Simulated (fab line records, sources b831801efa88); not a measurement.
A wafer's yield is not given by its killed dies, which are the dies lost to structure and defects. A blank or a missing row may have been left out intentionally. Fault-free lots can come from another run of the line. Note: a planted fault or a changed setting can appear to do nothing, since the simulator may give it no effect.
2 desks, one fault    flow gf180mcu    every desk sees just its own numbers, and what lay behind them comes last

== AT THE TOOL OWNER'S DESK: pvd-sputter-04 ==
The tool's own readings at GF_MIM_SPUTTER_02 (material AlCu, target thk 450 nm, time 23.9 s): means of the sampled wafers that have a number, for each lot that ran on this tool. If a lot's mean is further than 4 standard deviations from the usual mean, the lot is out of limits and carries the mark OUT (the distance appears in the brackets).
Columns: A = chamber-pressure-pa at GF_MIM_SPUTTER_02, usual 0.4000 Pa; B = throttle-valve-pct at GF_MIM_SPUTTER_02, usual 29.8 %
lot   first seen here  A                 B
L998  day 24 19:41     0.3996            30.0
L100  day 25 21:34     0.3998            28.5
L104  day 26 19:44     0.4544 (+67) OUT  28.4
L105  day 26 23:34     0.4539 (+67) OUT  28.1
L107  day 27 23:38     0.4541 (+67) OUT  28.3
L120  day 31 07:37     0.4007            30.1
This desk's verdict: out of limits on L104, L105, L107, starting with L104 at day 26 19:44 (chamber-pressure-pa at GF_MIM_SPUTTER_02). In limits: L998, L100, L120.

== AT THE METROLOGY DESK ==
Means of the sampled wafers that have a number, per lot and without regard to the tool the lot ran on: this is what the gauges read. If a lot's mean is further than 4 standard deviations from the usual mean, the lot is out of limits and carries the mark OUT (the distance appears in the brackets).
Columns: A = V2_BOW at GF_V2_BOW_MEAS_05, usual 100 um
lot   first seen here  A
L997  day 19 11:17     99
L998  day 19 15:04     95
L999  day 20 02:02     111
L100  day 20 19:37     96
L104  day 21 22:29     98
L105  day 22 03:32     97
L107  day 23 06:57     102
L110  day 24 02:54     101
L114  day 25 01:17     99
L116  day 26 03:41     101
L117  day 26 05:45     90
L118  day 26 15:17     96
L119  day 26 17:25     106
L120  day 27 00:16     96
This desk's verdict: no lot among the 14 shows anything out of limits.

== PUT TOGETHER ==
An alarm could have come from the tool owner's desk at day 26 19:44, on L104, L105, L107.
Nothing out of limits was seen by the metrology desk.
The metrology desk has L104, L105, L107 on record, within its limits.
Every lot named ran GF_MIM_SPUTTER_02 on pvd-sputter-04.

== WHAT WAS PUT IN BY THE SIMULATOR ==
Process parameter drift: pvd-sputter-04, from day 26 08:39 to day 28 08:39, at GF_MIM_SPUTTER_02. The setting chamber-pressure-pa was moved by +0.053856, starting from 0.4. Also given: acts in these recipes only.
Shown lots that were struck: L104, L105, L107.
Hours from the fault's start to each desk's first reading out of limits: the tool owner's desk, 11.
